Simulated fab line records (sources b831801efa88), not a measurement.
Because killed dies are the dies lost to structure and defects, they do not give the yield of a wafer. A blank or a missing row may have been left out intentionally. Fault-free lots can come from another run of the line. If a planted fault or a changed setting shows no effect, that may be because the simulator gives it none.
Which tool did it?    flow sky130    12 lots with 34 wafers sampled at 5 steps, on a route of 708 steps

== WHAT THE GAUGES READ, wafer by wafer ==
SKY_GATE_OXIDE_TW_MEAS_14. Usual: GATE_OXIDE_TW gives 224.1 (standard deviation 1.9).
lot   measured      on             GATE_OXIDE_TW      flag
L390  day 14 12:20  film_metro-02  226.7 226.3 227.2  
L391  day 15 01:31  film_metro-02  225.4 225.3 226.5  
L392  day 15 14:34  film_metro-02  224.7 225.5 224.7  
L395  day 16 03:35  film_metro-01  224.6 222.7 223.3  
L398  day 17 02:52  film_metro-02  226.3 226.9 225.8  
L399  day 17 11:56  film_metro-01  223.6 223.4 223.5  
L401  day 18 04:35  film_metro-01  222.5 221.8        
L405  day 19 16:47  film_metro-01  219.7 222.0        
L406  day 19 22:45  film_metro-03  224.4 225.8 224.7  
L411  day 21 16:05  film_metro-01  222.1 222.0 220.4  
L412  day 22 00:50  film_metro-02  226.2 225.8 227.1  
L413  day 22 03:04  film_metro-03  224.3 226.2 225.7  

SKY_LDD_P_OVL_MEAS_08. Usual: LDD_P_OVL gives 0.1 nm (standard deviation 1.3).
lot   measured      on          LDD_P_OVL (nm)  flag
L390  day 19 17:27  overlay-01  0.3 1.3 1.4     
L391  day 20 09:49  overlay-02  1.4 0.7 0.4     
L392  day 21 03:34  overlay-02  2.0 0.2 2.0     
L395  day 21 14:52  overlay-01  -0.7 -1.3 -1.1  
L398  day 22 13:07  overlay-01  1.5 -0.3 -0.8   
L399  day 23 08:04  overlay-01  -1.1 1.2 -1.8   
L401  day 23 17:25  overlay-02  -0.8 1.2        
L405  day 25 03:13  overlay-01  -2.9 -2.4       
L406  day 25 09:25  overlay-01  -1.4 -0.6 -0.5  
L411  day 27 01:20  overlay-02  0.6 1.9 0.8     
L412  day 27 09:53  overlay-02  0.4 1.3 1.7     
L413  day 27 12:37  overlay-02  1.9 2.0 2.2     

== EACH LOT AND THE TOOL THAT RAN IT (in order: tool; ch and the chambers of the sampled wafers; start) ==
lot   SKY_NWELL_RTA_28                  SKY_LDD_N_IMPLANT_11             SKY_LDD_N_STRIP_16
L390  rtp_anneal-01 ch 0, day 5 14:58   implanter-01 ch 0, day 18 10:14  plasma_asher-03 ch 0,1, day 18 10:57
L391  rtp_anneal-01 ch 0, day 5 19:07   implanter-03 ch 0, day 19 01:50  plasma_asher-01 ch 0,1, day 19 02:35
L392  rtp_anneal-02 ch 0, day 6 04:37   implanter-01 ch 0, day 19 20:09  plasma_asher-01 ch 0,1, day 19 20:54
L395  rtp_anneal-02 ch 0, day 6 19:43   implanter-04 ch 0, day 20 07:11  plasma_asher-03 ch 0,1, day 20 07:56
L398  rtp_anneal-01 ch 0, day 7 12:12   implanter-03 ch 0, day 21 05:45  plasma_asher-01 ch 0,1, day 21 06:30
L399  rtp_anneal-02 ch 0, day 7 19:32   implanter-03 ch 0, day 22 00:35  plasma_asher-04 ch 0,1, day 22 01:18
L401  rtp_anneal-02 ch 0, day 8 07:21   implanter-03 ch 0, day 22 10:24  plasma_asher-01 ch 0,1, day 22 11:07
L405  rtp_anneal-01 ch 0, day 9 08:32   implanter-03 ch 0, day 23 19:52  plasma_asher-03 ch 0,1, day 23 20:37
L406  rtp_anneal-01 ch 0, day 9 14:47   implanter-03 ch 0, day 24 02:12  plasma_asher-01 ch 0,1, day 24 02:56
L411  rtp_anneal-01 ch 0, day 10 19:14  implanter-01 ch 0, day 25 18:58  plasma_asher-03 ch 0,1, day 25 19:43
L412  rtp_anneal-02 ch 0, day 11 01:02  implanter-01 ch 0, day 26 03:04  plasma_asher-03 ch 0,1, day 26 03:49
L413  rtp_anneal-01 ch 0, day 11 05:16  implanter-01 ch 0, day 26 05:51  plasma_asher-03 ch 0,1, day 26 06:35
- SKY_NWELL_RTA_28: time 30 s.
- SKY_LDD_N_IMPLANT_11
- SKY_LDD_N_STRIP_16: strips in O2/N2.

== WHAT THE TOOLS THEMSELVES READ (means of the sampled wafers that have a number; where no wafer has one, the mark that the record gives instead) ==
SKY_NWELL_RTA_28. Usual: lamp_power_pct 25.30 %, standard deviation 0.058; wafer_temp_C_max 1054.8, standard deviation 0.96.
lot   tool           lamp_power_pct (%)  wafer_temp_C_max  flag
L390  rtp_anneal-01  25.25               1055.6            
L391  rtp_anneal-01  25.31               1054.1            
L392  rtp_anneal-02  25.33               1054.8            
L395  rtp_anneal-02  25.23               1055.4            
L398  rtp_anneal-01  25.36               1055.2            
L399  rtp_anneal-02  25.31               1054.9            
L401  rtp_anneal-02  25.29               1054.4            
L405  rtp_anneal-01  25.36               1056.2            
L406  rtp_anneal-01  25.29               1054.5            
L411  rtp_anneal-01  25.25               1054.5            
L412  rtp_anneal-02  25.28               1055.3            
L413  rtp_anneal-01  25.33               1055.3            

SKY_LDD_N_IMPLANT_11. Usual: beam_on_s 10.02 s, standard deviation 0.2; faraday_current_uA 422, standard deviation 8.4; rotation_deg 292.99 degrees, standard deviation 0.056.
lot   tool          beam_on_s (s)  faraday_current_uA  rotation_deg (degrees)  flag
L390  implanter-01  9.80           431                 293.00                  
L391  implanter-03  9.82           430                 292.98                  
L392  implanter-01  10.17          416                 292.95                  
L395  implanter-04  9.96           424                 292.94                  
L398  implanter-03  10.13          417                 293.03                  
L399  implanter-03  10.11          417                 293.01                  
L401  implanter-03  11.30          376                 293.02                  OFF
L405  implanter-03  11.40          374                 292.94                  OFF
L406  implanter-03  10.76          398                 292.98                  OFF
L411  implanter-01  9.89           426                 293.06                  
L412  implanter-01  9.81           429                 292.98                  
L413  implanter-01  10.11          419                 293.04                  

SKY_LDD_N_STRIP_16. Usual: drypump_motor_current_A 5.7 A, standard deviation 0.47; oes_product_au 0.407 a.u., standard deviation 0.0042; strip_time_to_endpoint_s 4.310 s, standard deviation 0.013.
lot   tool             drypump_motor_current_A (A)  oes_product_au (a.u.)  strip_time_to_endpoint_s (s)  flag
L390  plasma_asher-03  5.6                          0.412                  4.305                         
L391  plasma_asher-01  5.6                          0.401                  4.307                         
L392  plasma_asher-01  5.5                          0.406                  4.318                         
L395  plasma_asher-03  5.9                          0.409                  4.307                         
L398  plasma_asher-01  5.3                          0.406                  4.314                         
L399  plasma_asher-04  6.3                          0.404                  4.299                         
L401  plasma_asher-01  5.5                          0.409                  4.336                         
L405  plasma_asher-03  5.8                          0.404                  4.338                         
L406  plasma_asher-01  5.3                          0.406                  4.333                         
L411  plasma_asher-03  5.7                          0.405                  4.325                         
L412  plasma_asher-03  5.6                          0.409                  4.304                         
L413  plasma_asher-03  5.9                          0.407                  4.310                         

== THE ANSWER, worked out from the rows above alone ==
Rule: a lot counts as off when the mean over its wafers that have a number is more than 3 standard deviations away from the usual mean. Also off: a lot with no number at a reading for which 4 or more lots have one. Any other lot the step has rows for is counted as sound. First the gauges in route order, then the tools' own readings, where a lot's mean is used as printed above. At the first step where some lot is off, the reading lying furthest off is the one used; lots without a number count as furthest.
Off at SKY_LDD_N_IMPLANT_11 (beam_on_s): L401, L405, L406.
If a tool, at that step or one of the process steps before it, ran each lot that is off and ran no sound lot following the first of them, it fits. One candidate fits, namely implanter-03 at SKY_LDD_N_IMPLANT_11. Its last sound lot is L399 (day 22 00:35), its first lot that is off L401 (day 22 10:24): a fault that began between those two fits.
The tool's own readings at SKY_LDD_N_IMPLANT_11 bear it out: on the lots that are off they differ by more than 5 times the standard deviation of the sound lots' means. beam_on_s reads 11.15 s there against 9.98 s on the sound lots; faraday_current_uA reads 383 there against 423 on the sound lots.

== WHAT THE SIMULATOR PUT IN ==
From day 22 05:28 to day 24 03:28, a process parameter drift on implanter-03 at SKY_LDD_N_IMPLANT_11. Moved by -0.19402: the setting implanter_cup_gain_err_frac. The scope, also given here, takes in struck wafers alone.
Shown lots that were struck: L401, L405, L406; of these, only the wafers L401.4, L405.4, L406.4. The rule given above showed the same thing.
